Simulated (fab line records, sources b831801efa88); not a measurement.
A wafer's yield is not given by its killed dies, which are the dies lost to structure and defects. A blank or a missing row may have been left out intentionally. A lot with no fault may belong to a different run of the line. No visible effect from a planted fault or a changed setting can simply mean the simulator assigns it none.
A struck lot beside a sound one | flow sky130 | 43 out of 708 route steps
Sound: the wafers L113.2, L113.3, L113.5. Wafers struck: L126.4, L126.5, L126.6. The cause is given at the end.
At each step with rows: each side's tool, then ch and its chambers, then its first start. Under that, the readings that differ: sound wafers | struck wafers | difference of the means | sigmas: that difference in standard deviations of wafers without a fault.
alike: same words and numbers on both sides, and readings whose means sit less than 2 such deviations apart. not compared: any withheld reading, any reading some wafer has no value for, any bound like >300 that may hide the same value, and any number with overlapping values for which the record gives no deviation.
A row with sigmas, a row that says differs or no value, or rows on one side alone: a step with any of these is where the two part. Numbers that have no deviation but don't overlap get no sigmas and don't part them. Lack of a reading on every wafer of one side parts them only where that side has two or more wafers.

first, 3 steps without rows for these wafers: SKY_VIA4_STRIP_14 (strips in post etch residue remover, time 1200 s); SKY_VIA4_CLEAN_15 (cleans in IPA, time 180 s); SKY_VIA4_CLEAN_16 (cleans in O3/DIW).
SKY_VIA4_SPUTTER_17: material TiN, target thk 20 nm, time 80 s.
  sound on pvd_sputter-03, day 42 12:42; struck on pvd_sputter-01, day 46 03:04
  alike: throttle_valve_pct
then, 1 step without rows for these wafers: SKY_VIA4_CVD_18 (deposits W, target thk 505 nm, time 152.14 s).
SKY_VIA4_RS_MEAS_19: measurement is done with a four-point probe.
  sound on film_metro-01, day 42 12:56; struck on film_metro-01, day 46 03:20
  alike: VIA4_W_RS
SKY_VIA4_THK_MEAS_20: measures by xrf.
  sound on film_metro-01, day 42 13:02; struck on film_metro-01, day 46 03:25
  alike: VIA4_W_THK
SKY_VIA4_CMP_21: polishes, stops on SiO2, t overpolish 25 s, target thk 0 nm.
  sound on cmp-01 ch 2,3, day 42 13:05; struck on cmp-01 ch 0,3, day 46 03:30
  reading              | sound                | struck               | difference | sigmas
  overpolish_run_s (s) | 24.976 24.989 24.996 | 25.009 25.010 25.017 | +0.025     | +3
  alike: edge_zone_pressure_frac, motor_current_A, time_to_endpoint_s
then, 1 step without rows for these wafers: SKY_METAL5_SPUTTER_00 (material Ti, target thk 15 nm, time 10 s).
SKY_METAL5_SPUTTER_01: material TiN, target thk 20 nm, time 16.7 s.
  sound on pvd_sputter-04, day 42 13:25; struck on pvd_sputter-02, day 46 03:46
  alike: throttle_valve_pct
then, 1 step without rows for these wafers: SKY_METAL5_SPUTTER_02 (material AlCu, target thk 1150 nm, time 61.2 s).
SKY_METAL5_SPUTTER_03: material Ti, target thk 5 nm, time 3.3 s.
  sound on pvd_sputter-04, day 42 13:29; struck on pvd_sputter-02, day 46 03:51
  alike: throttle_valve_pct
SKY_METAL5_SPUTTER_04: material TiN, target thk 70 nm, time 58.3 s.
  sound on pvd_sputter-04, day 42 13:31; struck on pvd_sputter-02, day 46 03:52
  alike: throttle_valve_pct
SKY_METAL5_RS_MEAS_05: measurement is done with a four-point probe.
  sound on film_metro-01, day 42 13:34; struck on film_metro-03, day 46 03:59
  alike: METAL5_ALCU_RS
SKY_METAL5_THK_MEAS_06: measures by xrf.
  sound on film_metro-01, day 42 13:41; struck on film_metro-03, day 46 04:04
  alike: METAL5_ALCU_THK
then, 14 steps without rows for these wafers: SKY_METAL5_DEHYDRATE_07 (time 60 s); SKY_METAL5_HMDS_08 (prime time 60 s); SKY_METAL5_COAT_09 (resist thk 1800 nm); SKY_METAL5_SOFTBAKE_10 (time 60 s); SKY_METAL5_EXPOSE_11 (exposes mask MM5, target cd 1600 nm); SKY_METAL5_PEB_12; SKY_METAL5_DEVELOP_13 (develop time 60 s); SKY_METAL5_DESCUM_14 (chemistry O2, time 11 s); SKY_METAL5_METAL_ETCH_15 (etches the open film in Cl2/BCl3, stops on SiO2, target depth 1260 nm, time 252 s); SKY_METAL5_STRIP_16 (strips in O2/N2); SKY_METAL5_STRIP_17 (strips in post etch residue remover, time 1200 s); SKY_METAL5_CLEAN_18 (cleans in IPA, time 180 s); SKY_METAL5_CLEAN_19 (cleans in O3/DIW); SKY_PASSIVATION_CVD_00 (deposits SiO2, target thk 90 nm).
SKY_PASSIVATION_THK_MEAS_01:
  sound on film_metro-04, day 43 13:32; struck on film_metro-02, day 47 00:28
  reading                     | sound          | struck         | difference | sigmas
  PASSIVATION_CVD_00_THK (nm) | 87.2 88.4 88.9 | 90.4 92.3 91.3 | +3.2       | +3
SKY_PASSIVATION_CVD_02: deposits Si3N4, target thk 540 nm.
  sound on pecvd-03 ch 0,2, day 43 13:35; struck on pecvd-02 ch 0,1,2, day 47 00:37
  alike: heater_power_w, susceptor_temp_C
SKY_PASSIVATION_THK_MEAS_03:
  sound on film_metro-02, day 43 13:49; struck on film_metro-04, day 47 00:46
  reading                     | sound       | struck      | difference | sigmas
  PASSIVATION_CVD_02_THK (nm) | 524 528 539 | 546 539 544 | +13        | +2
then, 10 steps without rows for these wafers: SKY_PASSIVATION_DEHYDRATE_04 (time 60 s); SKY_PASSIVATION_HMDS_05 (prime time 60 s); SKY_PASSIVATION_COAT_06 (resist thk 3000 nm); SKY_PASSIVATION_SOFTBAKE_07; SKY_PASSIVATION_EXPOSE_08 (exposes mask NSM, target cd 3000 nm); SKY_PASSIVATION_PEB_09; SKY_PASSIVATION_DEVELOP_10 (develop time 60 s); SKY_PASSIVATION_ETCH_11 (etches the open film in CF4/O2, stops on AlCu, target depth 725 nm, time 161.1 s); SKY_PASSIVATION_STRIP_12 (strips in O2/N2); SKY_PAD_OPEN_DEHYDRATE_00 (time 60 s).
SKY_PAD_OPEN_PROBE_99:
  sound on prober-01, day 45 11:30; struck on prober-01, day 48 17:26
  reading                               | sound             | struck            | difference | sigmas
  defect_limited_yield (%)              | 81.5 85.4 81.1    | 77.4 76.0 75.0    | -6.5       | -4
  killed_at_M4_up                       | 2 1 3             | 36 31 50          | +37        | +22
  killed_dies                           | 91 72 93          | 111 118 123       | +32        | +4
  sort_bin_5_function (%)               | 11.4 8.5 10.2     | 13.8 14.8 15.4    | +4.6       | +4
  sort_n_pass                           | 401 420 399       | 381 374 369       | -32        | -4
  sort_yield_pct (%)                    | 81.5 85.4 81.1    | 77.4 76.0 75.0    | -6.5       | -4
  model.etest.tester.sort_n_pass        | 401 420 399       | 381 374 369       | -32        |
  model.etest.tester.sort_yield_pct (%) | 81.5 85.37 81.1   | 77.44 76.02 75    | -6.50      |
  model.etest.tester.sort_bin_5_pct (%) | 11.38 8.537 10.16 | 13.82 14.84 15.45 | +4.68      |
  alike: killed_at_M0_to_M3, killed_at_contacts, killed_at_front_end, killed_at_other, killed_open, killed_short, sort_bin_3_pad_short, sort_bin_6_memory
  not compared: model.etest.tester.sort_bin_3_pct

== WHERE THEY PART ==
Earliest at SKY_VIA4_CMP_21; latest, in this record, at SKY_PAD_OPEN_PROBE_99.

WHY: the cause the simulator had injected
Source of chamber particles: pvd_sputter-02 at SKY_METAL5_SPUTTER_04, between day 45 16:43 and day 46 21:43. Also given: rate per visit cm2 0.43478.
